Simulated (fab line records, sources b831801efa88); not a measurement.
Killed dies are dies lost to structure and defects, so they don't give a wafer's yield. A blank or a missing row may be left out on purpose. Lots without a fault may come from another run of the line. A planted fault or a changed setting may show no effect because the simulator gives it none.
Which tool did it? | flow gf180mcu | 13 lots, 39 wafers sampled, at 5 steps of a route of 602

WHAT THE GAUGES READ, wafer by wafer
GF_NWELL_OVL_MEAS_07. Usual: NWELL_OVL 0.0 nm, standard deviation 1.1.
lot  | measured    | on         | NWELL_OVL (nm) | flag
L767 | day 3 12:40 | overlay-01 | 2.3 0.9 1.4    |
L770 | day 4 05:08 | overlay-01 | 0.4 1.2 -0.1   |
L771 | day 4 09:54 | overlay-02 | 1.7 -0.3 0.1   |
L772 | day 4 13:39 | overlay-02 | - - -          | OFF
L773 | day 4 23:28 | overlay-01 | 1.3 -0.1 0.8   |
L774 | day 5 04:09 | overlay-01 | 0.8 -0.4 0.8   |
L782 | day 6 23:07 | overlay-01 | 1.1 1.2 1.6    |
L784 | day 7 10:16 | overlay-01 | -0.8 -1.0 -0.1 |
L785 | day 7 18:41 | overlay-01 | 0.0 0.9 2.4    |
L786 | day 7 19:30 | overlay-02 | 1.2 -0.5 -0.1  |
L787 | day 8 00:42 | overlay-02 | -0.3 -2.3 -1.8 |
L788 | day 8 08:02 | overlay-01 | 0.7 1.2 0.2    |
L789 | day 8 12:21 | overlay-02 | -0.4 -0.8 -1.3 |

GF_NWELL_TW_MEAS_11. Usual: NWELL_TW 1576, standard deviation 12.
lot  | measured    | on            | NWELL_TW       | flag
L767 | day 3 13:14 | film_metro-03 | 1561 1558 1550 |
L770 | day 4 05:34 | film_metro-01 | 1575 1580 1576 |
L771 | day 4 10:20 | film_metro-03 | 1567 1565 1573 |
L772 | day 4 14:05 | film_metro-03 | 30 30 30       | OFF
L773 | day 4 23:55 | film_metro-02 | 1564 1573 1567 |
L774 | day 5 04:35 | film_metro-02 | 1570 1568 1568 |
L782 | day 6 23:33 | film_metro-01 | 1579 1566 1568 |
L784 | day 7 10:43 | film_metro-01 | 1582 1578 1575 |
L785 | day 7 19:08 | film_metro-01 | 1574 1572 1583 |
L786 | day 7 19:56 | film_metro-03 | 1601 1596 1589 |
L787 | day 8 01:08 | film_metro-03 | 1607 1610 1599 |
L788 | day 8 08:29 | film_metro-01 | 1576 1580 1575 |
L789 | day 8 12:47 | film_metro-03 | 1598 1598 1609 |

GF_V1_CD_MEAS_14: target cd 260 nm. Usual: cd_nm 259.9 nm, standard deviation 1.
lot  | measured     | on        | cd_nm (nm)        | flag
L767 | day 18 10:54 | cd_sem-01 | 260.7 259.8 261.1 |
L770 | day 19 17:35 | cd_sem-01 | 259.4 258.9 259.0 |
L771 | day 19 23:58 | cd_sem-02 | 259.1 259.0 259.5 |
L772 | day 20 03:20 | cd_sem-02 | 262.0 261.0 259.8 |
L773 | day 21 01:44 | cd_sem-01 | 261.2 261.3 261.4 |
L774 | day 21 03:13 | cd_sem-02 | 261.1 260.0 261.1 |
L782 | day 23 23:07 | cd_sem-02 | 259.5 261.0 260.6 |
L784 | day 24 16:45 | cd_sem-02 | 261.0 261.3 260.3 |
L785 | day 24 22:37 | cd_sem-01 | 258.8 259.8 259.6 |
L786 | day 25 04:14 | cd_sem-02 | 258.9 258.5 258.4 |
L787 | day 25 13:56 | cd_sem-01 | 258.3 259.8 256.7 |
L788 | day 25 23:27 | cd_sem-02 | 259.5 259.8 258.7 |
L789 | day 26 05:51 | cd_sem-01 | 260.2 261.7 260.4 |

WHICH TOOL RAN EACH LOT (tool, then ch and the chambers of the sampled wafers, then the start)
lot  | GF_NWELL_EXPOSE_04                 | GF_MVSD_STRIP_10
L767 | iline_stepper-02 ch 0, day 3 06:17 | plasma_asher-04 ch 0,1, day 4 16:35
L770 | iline_stepper-02 ch 0, day 3 23:16 | plasma_asher-04 ch 0,1, day 5 09:23
L771 | iline_stepper-02 ch 0, day 4 03:48 | plasma_asher-03 ch 0,1, day 5 14:31
L772 | iline_stepper-02 ch 0, day 4 07:10 | plasma_asher-03 ch 0,1, day 5 17:32
L773 | iline_stepper-02 ch 0, day 4 16:47 | plasma_asher-01 ch 0,1, day 6 06:18
L774 | iline_stepper-02 ch 0, day 4 21:25 | plasma_asher-03 ch 0,1, day 6 08:49
L782 | iline_stepper-02 ch 0, day 6 15:48 | plasma_asher-03 ch 0,1, day 8 06:50
L784 | iline_stepper-02 ch 0, day 7 02:34 | plasma_asher-03 ch 0,1, day 8 19:06
L785 | iline_stepper-02 ch 0, day 7 11:01 | plasma_asher-04 ch 0,1, day 9 03:40
L786 | iline_stepper-01 ch 0, day 7 12:13 | plasma_asher-01 ch 0,1, day 9 04:13
L787 | iline_stepper-01 ch 0, day 7 16:44 | plasma_asher-01 ch 0,1, day 9 10:20
L788 | iline_stepper-02 ch 0, day 8 00:03 | plasma_asher-04 ch 0,1, day 9 18:29
L789 | iline_stepper-02 ch 0, day 8 04:44 | plasma_asher-04 ch 0,1, day 9 23:17
- GF_NWELL_EXPOSE_04: exposes mask Nwell, target cd 860 nm.
- GF_MVSD_STRIP_10: strips in O2/N2.

WHAT THE TOOLS THEMSELVES READ (means of the sampled wafers that have a number; where no wafer has one, the mark that the record gives instead)
GF_NWELL_EXPOSE_04. Usual: reticle_temp_C 23.00 C, standard deviation 0.1.
lot  | tool             | reticle_temp_C (C) | flag
L767 | iline_stepper-02 | 22.95              |
L770 | iline_stepper-02 | 22.94              |
L771 | iline_stepper-02 | 22.99              |
L772 | iline_stepper-02 | 22.96              |
L773 | iline_stepper-02 | 23.07              |
L774 | iline_stepper-02 | 23.13              |
L782 | iline_stepper-02 | 22.91              |
L784 | iline_stepper-02 | 23.07              |
L785 | iline_stepper-02 | 22.92              |
L786 | iline_stepper-01 | 22.96              |
L787 | iline_stepper-01 | 23.02              |
L788 | iline_stepper-02 | 23.10              |
L789 | iline_stepper-02 | 23.01              |

GF_MVSD_STRIP_10. Usual: drypump_motor_current_A 5.73 A, standard deviation 0.28; heater_power_w 349 W, standard deviation 23; oes_product_au 0.722 a.u., standard deviation 0.0041; strip_time_to_endpoint_s 36.97 s, standard deviation 0.11.
lot  | tool            | drypump_motor_current_A (A) | heater_power_w (W) | oes_product_au (a.u.) | strip_time_to_endpoint_s (s) | flag
L767 | plasma_asher-04 | 6.05                        | 366                | 0.724                 | 36.98                        |
L770 | plasma_asher-04 | 5.94                        | 374                | 0.721                 | 37.12                        |
L771 | plasma_asher-03 | 5.73                        | 327                | 0.726                 | 37.00                        |
L772 | plasma_asher-03 | 5.70                        | 324                | 0.723                 | 37.00                        |
L773 | plasma_asher-01 | 5.46                        | 347                | 0.720                 | 36.92                        |
L774 | plasma_asher-03 | 5.59                        | 321                | 0.723                 | 36.95                        |
L782 | plasma_asher-03 | 5.60                        | 325                | 0.723                 | 36.70                        |
L784 | plasma_asher-03 | 5.58                        | 328                | 0.721                 | 36.97                        |
L785 | plasma_asher-04 | 6.05                        | 354                | 0.727                 | 37.14                        |
L786 | plasma_asher-01 | 5.47                        | 352                | 0.722                 | 36.81                        |
L787 | plasma_asher-01 | 5.63                        | 365                | 0.719                 | 36.86                        |
L788 | plasma_asher-04 | 6.04                        | 361                | 0.719                 | 36.88                        |
L789 | plasma_asher-04 | 6.06                        | 356                | 0.722                 | 36.83                        |

THE ANSWER, worked out from the rows above alone
Rule: a lot is off if the mean of its wafers that have a number lies more than 3 standard deviations from the usual mean. A lot without any number at a reading at which 4 lots or more have one is off too. The other lots that the step has rows for count as sound. The gauges are gone through in route order, then the tools' own readings, and for those a lot's mean is taken as printed above. The first step at which some lot is off is used, and at that step the reading that is off furthest; a lot without a number counts as furthest.
Off: L772, at GF_NWELL_OVL_MEAS_07 (NWELL_OVL). Without a number there: L772.
A tool fits if, at a process step before that reading, it ran every lot that is off, and no sound lot after the first of them. The gauges at GF_NWELL_OVL_MEAS_07 aren't tried: what is off there is off at GF_NWELL_TW_MEAS_11 too, on other tools, and a gauge's error can't cause that. None of those tried fits.

WHAT THE SIMULATOR HAD PUT IN
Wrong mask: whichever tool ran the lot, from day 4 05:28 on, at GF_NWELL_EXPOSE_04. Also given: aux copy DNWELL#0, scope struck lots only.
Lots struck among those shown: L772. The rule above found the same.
